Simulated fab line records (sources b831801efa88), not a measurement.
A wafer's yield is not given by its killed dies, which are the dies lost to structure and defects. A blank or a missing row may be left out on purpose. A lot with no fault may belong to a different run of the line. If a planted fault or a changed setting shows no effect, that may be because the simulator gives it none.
Comparing a struck lot with a sound one	flow gf180mcu	14 steps out of a route of 602
Sound: wafers L666.3, L666.4, L666.5. The struck wafers were L677.2, L677.3, L677.4. The cause comes at the end.
Each step with rows lists, per side, the tool, then ch with its chambers, then its first start. Under that, the readings that differ: sound wafers	struck wafers	difference of the means	sigmas: that difference in standard deviations of wafers without a fault.
alike: readings with means less than 2 such deviations apart, plus words and numbers identical on both sides. not compared: withheld readings, readings lacking a value on some wafer, bounds such as >300 that could conceal the same value, and numbers that have no deviation in the record and whose values overlap.
The two part at a step that has a row with sigmas, a row that says differs or no value, or rows on one side only. When numbers do not overlap yet have no deviation, they are printed without sigmas and do not part them. A reading missing from all wafers of one side parts the sides only when that side holds two or more wafers.

first, 2 steps without rows for these wafers: GF_M4_CLEAN_19 (cleans in DIW); GF_V4_CVD_00 (deposits SiO2, target thk 600 nm, time 100 s).
GF_V4_THK_MEAS_01:
  sound on filmMetro-02 at day 26 14:17; struck on filmMetro-03 at day 29 19:48
  alike: V4_CVD_00_THK
GF_V4_CVD_02: deposits SiO2 from TEOS, target thk 850 nm, time 94.851 s.
  sound on pecvd-02 ch 1,2, day 26 14:20; struck on pecvd-02 ch 1,2, day 29 19:51
  alike: heaterPowerW
GF_V4_THK_MEAS_03:
  sound on filmMetro-03 at day 26 14:25; struck on filmMetro-02 at day 29 19:56
  alike: V4_CVD_02_THK
GF_V4_CMP_04: polishes SiO2.
  sound on cmp-01 ch 0,3, day 26 14:28; struck on cmp-02 ch 1,2,3, day 29 19:59
  alike: edgeZonePressureFrac, motorCurrentA, timeToEndpointS
GF_V4_BOW_MEAS_05:
  sound on filmMetro-04 at day 26 14:48; struck on filmMetro-03 at day 29 20:18
  alike: V4_BOW
then, 5 steps without rows for these wafers: GF_V4_DEHYDRATE_06 (time 60 s); GF_V4_HMDS_07 (prime time 60 s); GF_V4_COAT_08; GF_V4_COAT_09 (resist thk 1000 nm); GF_V4_SOFTBAKE_10 (time 60 s).
GF_V4_EXPOSE_11: exposes mask Via4, target cd 260 nm.
  sound on krfScanner-02 ch 0, day 27 01:13; struck on krfScanner-02, day 30 06:07
  no value came back on the struck wafers for exposureDoseMJCm2, focusOffsetNm (nm); on the sound wafers exposureDoseMJCm2 reads 37.99 37.98 38.02
  alike: mask
then, 1 step without rows for these wafers: GF_V4_PEB_12 (peb time 90 s).

WHERE THEY PART
Within this record, at GF_V4_EXPOSE_11 only.

WHY: the cause the simulator had injected
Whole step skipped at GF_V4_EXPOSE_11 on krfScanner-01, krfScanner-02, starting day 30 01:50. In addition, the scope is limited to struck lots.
